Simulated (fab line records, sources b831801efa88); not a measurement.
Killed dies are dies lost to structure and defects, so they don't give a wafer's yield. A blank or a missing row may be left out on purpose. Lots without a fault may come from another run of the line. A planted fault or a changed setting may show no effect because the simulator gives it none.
Which tool did it? | flow gf180mcu | 6 lots, 18 wafers sampled, at 2 steps of a route of 602

WHAT THE GAUGES READ, wafer by wafer
GF_PSD_RS_MEAS_14: measures by four-point-probe.
lot  | measured     | on            | NSD_RS (ohm/sq)
L696 | day 14 15:14 | film_metro-02 | 46.10 46.22 46.25
L702 | day 16 20:54 | film_metro-03 | 46.11 43.75 43.69
L707 | day 18 16:19 | film_metro-03 | 46.15 46.11 46.07
L713 | day 21 01:04 | film_metro-04 | 46.17 46.05 46.08
L715 | day 21 14:50 | film_metro-03 | 46.20 46.15 46.04
L717 | day 22 09:46 | film_metro-03 | 46.06 46.08 46.05

WHICH TOOL RAN EACH LOT (tool, then ch and the chambers of the sampled wafers, then the start)
lot  | GF_PSD_RTA_13
L696 | rtp_anneal-02 ch 0, day 14 15:09
L702 | rtp_anneal-02 ch 0, day 16 20:49
L707 | rtp_anneal-01 ch 0, day 18 16:14
L713 | rtp_anneal-01 ch 0, day 21 00:58
L715 | rtp_anneal-02 ch 0, day 21 14:45
L717 | rtp_anneal-02 ch 0, day 22 09:41
- GF_PSD_RTA_13: time 20 s.

THE ANSWER, worked out from the rows above alone
Rule: what is usual is taken from the lots themselves. Put in order of their means at a reading, lots are off if they are a third of the lots or fewer, leave a main group of 4 or more, and stand apart from it by a gap of 3 or more times the standard deviation of the main group's means; of several such gaps the widest counts. A main group whose means are all the same, to the digits that the tables above print for the reading, isn't used. A lot without any number at a reading at which 4 lots or more have one is off too. The other lots that the step has rows for count as sound.
Off: L702, at GF_PSD_RS_MEAS_14 (NSD_RS). The main group: mean 46.12 ohm/sq, standard deviation 0.042.
A tool fits if, at a process step before that reading, it ran every lot that is off, and no sound lot after the first of them. The gauges at GF_PSD_RS_MEAS_14 are tried like those tools. None of those tried fits.

WHAT THE SIMULATOR HAD PUT IN
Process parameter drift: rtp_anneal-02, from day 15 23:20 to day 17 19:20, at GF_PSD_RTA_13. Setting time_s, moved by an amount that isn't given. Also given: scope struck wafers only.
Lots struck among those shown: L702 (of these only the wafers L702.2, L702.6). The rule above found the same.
